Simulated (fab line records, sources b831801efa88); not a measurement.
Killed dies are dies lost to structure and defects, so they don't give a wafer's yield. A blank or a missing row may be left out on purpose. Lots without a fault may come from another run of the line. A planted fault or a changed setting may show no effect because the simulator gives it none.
Tool commonality check | flow sky130 | 10 lots, 30 wafers sampled

WHY IT WAS OPENED
At SKY_PASSIVATION_THK_MEAS_03 the reading PASSIVATION_CVD_02_THK is flagged on 2 of 10 lots. Wafers without a fault read 537 nm, standard deviation 7.4.
Rule: a lot is flagged when every wafer of it that has a number lies more than 4 standard deviations from that mean, or none has a number. The other lots count as sound.

lot  | measured     | on            | PASSIVATION_CVD_02_THK (nm), wafer by wafer | flag
L317 | day 44 09:02 | film_metro-02 | 541 544 546                                 |
L318 | day 44 21:47 | film_metro-04 | 535 539 544                                 |
L319 | day 45 02:54 | film_metro-04 | 546 549 544                                 |
L321 | day 45 11:52 | film_metro-02 | 543 540 546                                 |
L327 | day 47 09:41 | film_metro-03 | 546 533 547                                 |
L328 | day 47 14:17 | film_metro-02 | 534 521 536                                 |
L329 | day 47 18:14 | film_metro-03 | 537 527 542                                 |
L334 | day 48 14:32 | film_metro-03 | 970 980 995                                 | FLAGGED
L336 | day 49 01:10 | film_metro-04 | 968 983 979                                 | FLAGGED
L337 | day 49 07:48 | film_metro-04 | 534 530 532                                 |
The numbers of the flagged lots are 979 nm on average: +442 nm against the usual, or +60 standard deviations.

WHICH TOOL RAN EACH LOT
The record holds 4 process steps before the reading, out of a route of 708 steps. In each cell: the tool, then ch and the chambers that the sampled wafers went through, then the start.
lot  | flag    | SKY_METAL4_DESCUM_15              | SKY_METAL4_ETCH_16                | SKY_METAL5_SPUTTER_00        | SKY_PASSIVATION_CVD_02
L317 |         | rie_metal-04 ch 0, day 42 07:15   | rie_metal-04 ch 0, day 42 07:20   | pvd_sputter-02, day 43 08:59 | pecvd-02 ch 0,1, day 44 08:47
L318 |         | rie_metal-04 ch 0,1, day 42 19:45 | rie_metal-04 ch 0,1, day 42 19:47 | pvd_sputter-02, day 43 22:09 | pecvd-02 ch 0,1,2, day 44 21:34
L319 |         | rie_metal-04 ch 0,1, day 43 02:52 | rie_metal-04 ch 0,1, day 43 02:55 | pvd_sputter-03, day 44 04:08 | pecvd-02 ch 0,1, day 45 02:39
L321 |         | rie_metal-03 ch 0,1, day 43 12:30 | rie_metal-03 ch 0,1, day 43 12:32 | pvd_sputter-04, day 44 13:38 | pecvd-01 ch 1,2, day 45 11:37
L327 |         | rie_metal-04 ch 0,1, day 45 14:29 | rie_metal-04 ch 0,1, day 45 14:31 | pvd_sputter-04, day 46 13:11 | pecvd-03 ch 0,1, day 47 09:27
L328 |         | rie_metal-03 ch 0,1, day 45 19:10 | rie_metal-03 ch 0,1, day 45 19:13 | pvd_sputter-03, day 46 18:01 | pecvd-03 ch 0,1, day 47 14:04
L329 |         | rie_metal-02 ch 0,1, day 45 22:04 | rie_metal-02 ch 0,1, day 45 22:07 | pvd_sputter-03, day 46 21:26 | pecvd-03 ch 0,1, day 47 18:01
L334 | FLAGGED | rie_metal-04 ch 0,1, day 46 21:24 | rie_metal-04 ch 0,1, day 46 21:26 | pvd_sputter-03, day 47 19:01 | pecvd-03 ch 0,1, day 48 14:13
L336 | FLAGGED | rie_metal-02 ch 1, day 47 06:59   | rie_metal-02 ch 1, day 47 07:01   | pvd_sputter-02, day 48 04:26 | pecvd-03 ch 0,2, day 49 00:55
L337 |         | rie_metal-04 ch 0, day 47 13:54   | rie_metal-04 ch 0, day 47 13:58   | pvd_sputter-04, day 48 12:05 | pecvd-02 ch 0,1,2, day 49 07:34
What these steps do:
- SKY_METAL4_DESCUM_15: chemistry O2, time 8 s.
- SKY_METAL4_ETCH_16: etches BARC in N2/H2, stops on SiO2, time 88.2 s, target depth 60 nm.
- SKY_METAL5_SPUTTER_00: material Ti, target thk 15 nm, time 10 s.
- SKY_PASSIVATION_CVD_02: deposits Si3N4, target thk 540 nm.
- SKY_PASSIVATION_THK_MEAS_03

FLAGGED OVER TOTAL, TOOL BY TOOL (the gauges that took the reading come last)
step                        | tool           | lots run | flagged | share of the flagged lots | sound lots run after its first flagged lot
SKY_METAL4_DESCUM_15        | rie_metal-02   | 2        | 1       | some                      | 0
SKY_METAL4_DESCUM_15        | rie_metal-03   | 2        | 0       | none                      | -
SKY_METAL4_DESCUM_15        | rie_metal-04   | 6        | 1       | some                      | 1 (L337)
SKY_METAL4_ETCH_16          | rie_metal-02   | 2        | 1       | some                      | 0
SKY_METAL4_ETCH_16          | rie_metal-03   | 2        | 0       | none                      | -
SKY_METAL4_ETCH_16          | rie_metal-04   | 6        | 1       | some                      | 1 (L337)
SKY_METAL5_SPUTTER_00       | pvd_sputter-02 | 3        | 1       | some                      | 0
SKY_METAL5_SPUTTER_00       | pvd_sputter-03 | 4        | 1       | some                      | 0
SKY_METAL5_SPUTTER_00       | pvd_sputter-04 | 3        | 0       | none                      | -
SKY_PASSIVATION_CVD_02      | pecvd-01       | 1        | 0       | none                      | -
SKY_PASSIVATION_CVD_02      | pecvd-02       | 4        | 0       | none                      | -
SKY_PASSIVATION_CVD_02      | pecvd-03       | 5        | 2       | all                       | 0
SKY_PASSIVATION_THK_MEAS_03 | film_metro-02  | 3        | 0       | none                      | -
SKY_PASSIVATION_THK_MEAS_03 | film_metro-03  | 3        | 1       | some                      | 0
SKY_PASSIVATION_THK_MEAS_03 | film_metro-04  | 4        | 1       | some                      | 1 (L337)

WHAT THE TABLE ALLOWS
1 row of the table ran every flagged lot: pecvd-03 at SKY_PASSIVATION_CVD_02.
- pecvd-03 at SKY_PASSIVATION_CVD_02: 2 of its 5 lots flagged. Its last sound lot is L329 (day 47 18:01), its first flagged lot L334 (day 48 14:13): a fault that began between those two fits.
One tool is left: pecvd-03 at SKY_PASSIVATION_CVD_02.

WHAT THE SIMULATOR HAD PUT IN
Process parameter drift: pecvd-03, from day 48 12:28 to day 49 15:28, at SKY_PASSIVATION_CVD_02. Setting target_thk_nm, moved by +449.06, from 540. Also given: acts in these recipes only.
Lots struck among those shown: L334, L336. The rule above found the same.
